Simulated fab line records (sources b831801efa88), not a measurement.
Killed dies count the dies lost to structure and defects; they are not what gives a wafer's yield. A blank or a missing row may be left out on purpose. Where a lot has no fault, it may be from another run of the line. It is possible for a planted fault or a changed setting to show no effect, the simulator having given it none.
8D (eight disciplines) problem report, filled in by code ; flow gf180mcu ; the parts of the form that need people (team, actions taken, sign-off) are left out

== 1. PROBLEM STATEMENT ==
On 2 wafers of 1 lot, timeToEndpointS at GF_V4_CMP_04 has a mean of 28 s; fault-free wafers read 79 s, standard deviation 5.2. Relative to the usual mean, that is a shift of -9.8 standard deviations.
The step: polishes SiO2.
First seen on wafer L355.1, day 26 13:22, on cmp-01. The record holds 36 wafers of 12 lots with a number at this step. Rule for "out", or "out of limits": more than 4 standard deviations from the usual mean. All remaining wafers that have a number are taken as sound.

== 2. WHAT IT IS AND WHAT IT IS NOT ==
question;is;is not
which readings at this step;timeToEndpointS;motorCurrentA
which lots;L355;L346, L347, L348, L349, L350, L351, L360, L365, L366, L367, L369
which wafers of those lots;L355.1, L355.5;L355.4
read on which tools;cmp-01;cmp-02
when;from day 26 13:22;"up to then (19 sound wafers); but 15 sound wafers of L360, L365, L366, L367, L369 came after"

== 3. WHAT RULES OUT EACH SUSPECT ==
Counting: any tool at a process step up to the reading remains a suspect provided it ran every lot that is out. Sound lots after the first of them don't rule it out here, since some wafers of a struck lot are sound.
- cvdW-02 at GF_V3_CVD_23 (deposits W, target thk 350 nm, time 104.9 s): kept. The lot that is out, L355, ran on it at day 25 14:16; the last sound lot it ran before that was L349, at day 23 14:03.
- cmp-01 at GF_V3_CMP_26 (polishes, stops on SiO2, t overpolish 15 s, target thk 0 nm): kept. The lot that is out, L355, ran on it at day 25 14:40; the last sound lot it ran before that was L349, at day 23 14:30.
- rieMetal-03 at GF_M4_METAL_ETCH_16 (etches the open film in Cl2/BCl3, stops on SiO2, target depth 750.8 nm, time 125.1 s): kept. The lot that is out, L355, ran on it at day 26 12:19; the last sound lot it ran before that was L351, at day 25 08:34.
- cmp-01 at GF_V4_CMP_04 (polishes SiO2): kept. The lot that is out, L355, ran on it at day 26 13:22; the last sound lot it ran before that was L351, at day 25 09:50. Its own timeToEndpointS readings are out on those wafers.
- Within cvdW-02 at GF_V3_CVD_23: the wafers that are out ran in chamber 0; their sound lot-mates ran in chamber 1.
- Within cmp-01 at GF_V3_CMP_26: the wafers that are out ran in chambers 1, 3; their sound lot-mates ran in chamber 0.
- Within cmp-01 at GF_V4_CMP_04: the wafers that are out ran in chamber 1; their sound lot-mates ran in chamber 0.
Left after counting: cvdW-02 at GF_V3_CVD_23, cmp-01 at GF_V3_CMP_26, rieMetal-03 at GF_M4_METAL_ETCH_16, cmp-01 at GF_V4_CMP_04.

== 4. THE CAUSE (what the simulator had put in) ==
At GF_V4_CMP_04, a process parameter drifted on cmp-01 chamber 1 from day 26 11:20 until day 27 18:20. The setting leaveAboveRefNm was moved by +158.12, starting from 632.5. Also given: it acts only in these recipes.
Counting left 4 suspects, and this tool is among them.

== 5. SEQUENCE OF EFFECTS, ordered by route ==
Each row: a reading where the mean over the struck wafers with a number is more than 3 standard deviations away from the usual. Only readings for which the record gives a usual standard deviation are gone through. hours: the time from each lot's start at the first step in this table that gives one to its start at this step, as a median over the lots. sigmas: the change in usual standard deviations.
hours;step;reading;usual;on struck wafers;change;sigmas
0;GF_V4_CMP_04;timeToEndpointS;79 s;28;-51;-9.8
-;GF_V4_ETCH_17;oesProductAu;0.855 a.u.;0.980;+0.125;+28
The process steps in it:
- GF_V4_CMP_04: polishes SiO2.
- GF_V4_ETCH_17: etches SiO2 in C4F8/O2/Ar, stops on TiN, target depth 630 nm.

== 6. WHAT WOULD HAVE CAUGHT IT SOONER ==
First out-of-limits reading in this record: day 26 13:22, which is 2 hours after fault onset at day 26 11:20.
